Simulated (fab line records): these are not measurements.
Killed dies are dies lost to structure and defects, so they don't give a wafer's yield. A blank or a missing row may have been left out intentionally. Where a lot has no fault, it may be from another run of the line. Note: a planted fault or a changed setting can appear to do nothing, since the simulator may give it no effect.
Commonality check across tools || flow sky130 || Sampled: 15 lots, 45 wafers

## REASON FOR OPENING
Of 15 lots, 3 have the reading SD_N_RS flagged at SKY_SD_N_RS_MEAS_16. Wafers without a fault read 68.46 ohm/sq, standard deviation 0.12.
Rule: flag the lot when none of its wafers has a number, or when each of its wafers that has one lies beyond 4 standard deviations from that mean. The rest of the lots are taken to be sound.

{"lot": "L344", "measured": "day 29 12:33", "on": "film_metro-01", "SD_N_RS (ohm/sq), wafer by wafer": "68.28 68.31 68.31", "flag": ""}
{"lot": "L341", "measured": "day 29 12:59", "on": "film_metro-04", "SD_N_RS (ohm/sq), wafer by wafer": "68.55 68.68 68.47", "flag": ""}
{"lot": "L343", "measured": "day 29 13:43", "on": "film_metro-04", "SD_N_RS (ohm/sq), wafer by wafer": "73.31 73.15 73.41", "flag": "FLAGGED"}
{"lot": "L345", "measured": "day 29 15:06", "on": "film_metro-02", "SD_N_RS (ohm/sq), wafer by wafer": "68.50 68.46 68.50", "flag": ""}
{"lot": "L346", "measured": "day 29 18:10", "on": "film_metro-02", "SD_N_RS (ohm/sq), wafer by wafer": "73.56 73.47 73.42", "flag": "FLAGGED"}
{"lot": "L348", "measured": "day 30 09:08", "on": "film_metro-01", "SD_N_RS (ohm/sq), wafer by wafer": "73.26 73.35 73.15", "flag": "FLAGGED"}
{"lot": "L350", "measured": "day 31 11:29", "on": "film_metro-04", "SD_N_RS (ohm/sq), wafer by wafer": "68.43 68.67 68.59", "flag": ""}
{"lot": "L355", "measured": "day 33 08:54", "on": "film_metro-02", "SD_N_RS (ohm/sq), wafer by wafer": "68.51 68.68 68.53", "flag": ""}
{"lot": "L354", "measured": "day 33 16:14", "on": "film_metro-01", "SD_N_RS (ohm/sq), wafer by wafer": "68.44 68.40 68.37", "flag": ""}
{"lot": "L357", "measured": "day 33 22:06", "on": "film_metro-04", "SD_N_RS (ohm/sq), wafer by wafer": "68.57 68.72 68.46", "flag": ""}
{"lot": "L359", "measured": "day 34 05:23", "on": "film_metro-01", "SD_N_RS (ohm/sq), wafer by wafer": "68.49 68.29 68.47", "flag": ""}
{"lot": "L360", "measured": "day 34 15:29", "on": "film_metro-02", "SD_N_RS (ohm/sq), wafer by wafer": "68.45 68.54 68.54", "flag": ""}
{"lot": "L362", "measured": "day 35 11:20", "on": "film_metro-04", "SD_N_RS (ohm/sq), wafer by wafer": "68.35 68.34 68.43", "flag": ""}
{"lot": "L363", "measured": "day 35 15:09", "on": "film_metro-01", "SD_N_RS (ohm/sq), wafer by wafer": "68.28 68.32 68.37", "flag": ""}
{"lot": "L364", "measured": "day 35 20:12", "on": "film_metro-01", "SD_N_RS (ohm/sq), wafer by wafer": "68.29 68.51 68.28", "flag": ""}
The mean of the flagged lots' numbers is 73.34 ohm/sq, +4.88 ohm/sq from the usual (+41 standard deviations).

## WHICH TOOL EACH LOT WENT THROUGH
Before the reading, the record contains 3 process steps out of a 708-step route. Each cell gives the tool, then ch followed by the chambers the sampled wafers passed through, then the start.
{"lot": "L344", "flag": "", "SKY_LDD_LDN_STRIP_12": "plasma_asher-03 ch 1, day 24 14:32", "SKY_SD_N_STRIP_11": "plasma_asher-01 ch 0,1, day 29 12:09", "SKY_SD_N_RTA_14": "rtp_anneal-01 ch 0, day 29 12:22"}
{"lot": "L341", "flag": "", "SKY_LDD_LDN_STRIP_12": "plasma_asher-04 ch 0,1, day 24 15:28", "SKY_SD_N_STRIP_11": "plasma_asher-04 ch 0,1, day 29 12:35", "SKY_SD_N_RTA_14": "rtp_anneal-02 ch 0, day 29 12:47"}
{"lot": "L343", "flag": "FLAGGED", "SKY_LDD_LDN_STRIP_12": "plasma_asher-01 ch 0,1, day 24 14:56", "SKY_SD_N_STRIP_11": "plasma_asher-04 ch 0, day 29 13:19", "SKY_SD_N_RTA_14": "rtp_anneal-01 ch 0, day 29 13:32"}
{"lot": "L345", "flag": "", "SKY_LDD_LDN_STRIP_12": "plasma_asher-03 ch 0,1, day 24 15:50", "SKY_SD_N_STRIP_11": "plasma_asher-04 ch 1, day 29 14:43", "SKY_SD_N_RTA_14": "rtp_anneal-02 ch 0, day 29 14:55"}
{"lot": "L346", "flag": "FLAGGED", "SKY_LDD_LDN_STRIP_12": "plasma_asher-03 ch 0,1, day 24 21:26", "SKY_SD_N_STRIP_11": "plasma_asher-03 ch 0,1, day 29 17:46", "SKY_SD_N_RTA_14": "rtp_anneal-01 ch 0, day 29 17:58"}
{"lot": "L348", "flag": "FLAGGED", "SKY_LDD_LDN_STRIP_12": "plasma_asher-01 ch 0,1, day 25 13:23", "SKY_SD_N_STRIP_11": "plasma_asher-03 ch 0,1, day 30 08:45", "SKY_SD_N_RTA_14": "rtp_anneal-01 ch 0, day 30 08:56"}
{"lot": "L350", "flag": "", "SKY_LDD_LDN_STRIP_12": "plasma_asher-03 ch 0,1, day 26 14:05", "SKY_SD_N_STRIP_11": "plasma_asher-03 ch 0,1, day 31 11:06", "SKY_SD_N_RTA_14": "rtp_anneal-02 ch 0, day 31 11:17"}
{"lot": "L355", "flag": "", "SKY_LDD_LDN_STRIP_12": "plasma_asher-04 ch 0,1, day 28 15:11", "SKY_SD_N_STRIP_11": "plasma_asher-03 ch 0,1, day 33 08:28", "SKY_SD_N_RTA_14": "rtp_anneal-01 ch 0, day 33 08:44"}
{"lot": "L354", "flag": "", "SKY_LDD_LDN_STRIP_12": "plasma_asher-04 ch 0,1, day 28 21:29", "SKY_SD_N_STRIP_11": "plasma_asher-01 ch 0,1, day 33 15:51", "SKY_SD_N_RTA_14": "rtp_anneal-02 ch 0, day 33 16:04"}
{"lot": "L357", "flag": "", "SKY_LDD_LDN_STRIP_12": "plasma_asher-01 ch 0,1, day 29 04:32", "SKY_SD_N_STRIP_11": "plasma_asher-03 ch 0,1, day 33 21:43", "SKY_SD_N_RTA_14": "rtp_anneal-01 ch 0, day 33 21:56"}
{"lot": "L359", "flag": "", "SKY_LDD_LDN_STRIP_12": "plasma_asher-03 ch 0,1, day 29 13:32", "SKY_SD_N_STRIP_11": "plasma_asher-01 ch 0,1, day 34 05:00", "SKY_SD_N_RTA_14": "rtp_anneal-01 ch 0, day 34 05:13"}
{"lot": "L360", "flag": "", "SKY_LDD_LDN_STRIP_12": "plasma_asher-01 ch 0,1, day 29 23:08", "SKY_SD_N_STRIP_11": "plasma_asher-01 ch 0,1, day 34 15:06", "SKY_SD_N_RTA_14": "rtp_anneal-01 ch 0, day 34 15:19"}
{"lot": "L362", "flag": "", "SKY_LDD_LDN_STRIP_12": "plasma_asher-01 ch 0,1, day 30 19:46", "SKY_SD_N_STRIP_11": "plasma_asher-04 ch 0,1, day 35 10:56", "SKY_SD_N_RTA_14": "rtp_anneal-01 ch 0, day 35 11:08"}
{"lot": "L363", "flag": "", "SKY_LDD_LDN_STRIP_12": "plasma_asher-01 ch 0,1, day 30 21:53", "SKY_SD_N_STRIP_11": "plasma_asher-01 ch 0,1, day 35 14:46", "SKY_SD_N_RTA_14": "rtp_anneal-02 ch 0, day 35 14:59"}
{"lot": "L364", "flag": "", "SKY_LDD_LDN_STRIP_12": "plasma_asher-01 ch 0,1, day 31 04:32", "SKY_SD_N_STRIP_11": "plasma_asher-04 ch 0,1, day 35 19:49", "SKY_SD_N_RTA_14": "rtp_anneal-01 ch 0, day 35 20:01"}
What is done by these steps:
- SKY_LDD_LDN_STRIP_12: strips in O2/N2.
- SKY_SD_N_STRIP_11: strips in O2/N2.
- SKY_SD_N_RTA_14: time 2 s.
- SKY_SD_N_RS_MEAS_16: measures by four-point-probe.

## FLAGGED AGAINST TOTAL, ONE TOOL AT A TIME (gauges that did the reading follow at the end)
{"step": "SKY_LDD_LDN_STRIP_12", "tool": "plasma_asher-01", "lots run": 7, "flagged": 2, "share of the flagged lots": "some", "sound lots run after its first flagged lot": "5 (L357,L360,L362,L363,L364)"}
{"step": "SKY_LDD_LDN_STRIP_12", "tool": "plasma_asher-03", "lots run": 5, "flagged": 1, "share of the flagged lots": "some", "sound lots run after its first flagged lot": "2 (L350,L359)"}
{"step": "SKY_LDD_LDN_STRIP_12", "tool": "plasma_asher-04", "lots run": 3, "flagged": 0, "share of the flagged lots": "none", "sound lots run after its first flagged lot": "-"}
{"step": "SKY_SD_N_STRIP_11", "tool": "plasma_asher-01", "lots run": 5, "flagged": 0, "share of the flagged lots": "none", "sound lots run after its first flagged lot": "-"}
{"step": "SKY_SD_N_STRIP_11", "tool": "plasma_asher-03", "lots run": 5, "flagged": 2, "share of the flagged lots": "some", "sound lots run after its first flagged lot": "3 (L350,L355,L357)"}
{"step": "SKY_SD_N_STRIP_11", "tool": "plasma_asher-04", "lots run": 5, "flagged": 1, "share of the flagged lots": "some", "sound lots run after its first flagged lot": "3 (L345,L362,L364)"}
{"step": "SKY_SD_N_RTA_14", "tool": "rtp_anneal-01", "lots run": 10, "flagged": 3, "share of the flagged lots": "all", "sound lots run after its first flagged lot": "6 (L355,L357,L359,L360,L362,L364)"}
{"step": "SKY_SD_N_RTA_14", "tool": "rtp_anneal-02", "lots run": 5, "flagged": 0, "share of the flagged lots": "none", "sound lots run after its first flagged lot": "-"}
{"step": "SKY_SD_N_RS_MEAS_16", "tool": "film_metro-01", "lots run": 6, "flagged": 1, "share of the flagged lots": "some", "sound lots run after its first flagged lot": "4 (L354,L359,L363,L364)"}
{"step": "SKY_SD_N_RS_MEAS_16", "tool": "film_metro-02", "lots run": 4, "flagged": 1, "share of the flagged lots": "some", "sound lots run after its first flagged lot": "2 (L355,L360)"}
{"step": "SKY_SD_N_RS_MEAS_16", "tool": "film_metro-04", "lots run": 5, "flagged": 1, "share of the flagged lots": "some", "sound lots run after its first flagged lot": "3 (L350,L357,L362)"}

## WHAT THE TABLE ALLOWS
All flagged lots share 1 row of the table, namely rtp_anneal-01 at SKY_SD_N_RTA_14.
- rtp_anneal-01 at SKY_SD_N_RTA_14 ran 10 lots, 3 of them flagged. Sound lots ran on it after the first flagged one (L355, L357, L359, L360, L362, L364), which a lasting fault on the whole tool wouldn't allow. Its own readings (lamp_power_pct, wafer_temp_C_max) fall more than 4 standard deviations out on all wafers of the flagged lots.
No row of the table ran every flagged lot and no sound lot after the first.

## WHAT THE SIMULATOR HAD INSERTED
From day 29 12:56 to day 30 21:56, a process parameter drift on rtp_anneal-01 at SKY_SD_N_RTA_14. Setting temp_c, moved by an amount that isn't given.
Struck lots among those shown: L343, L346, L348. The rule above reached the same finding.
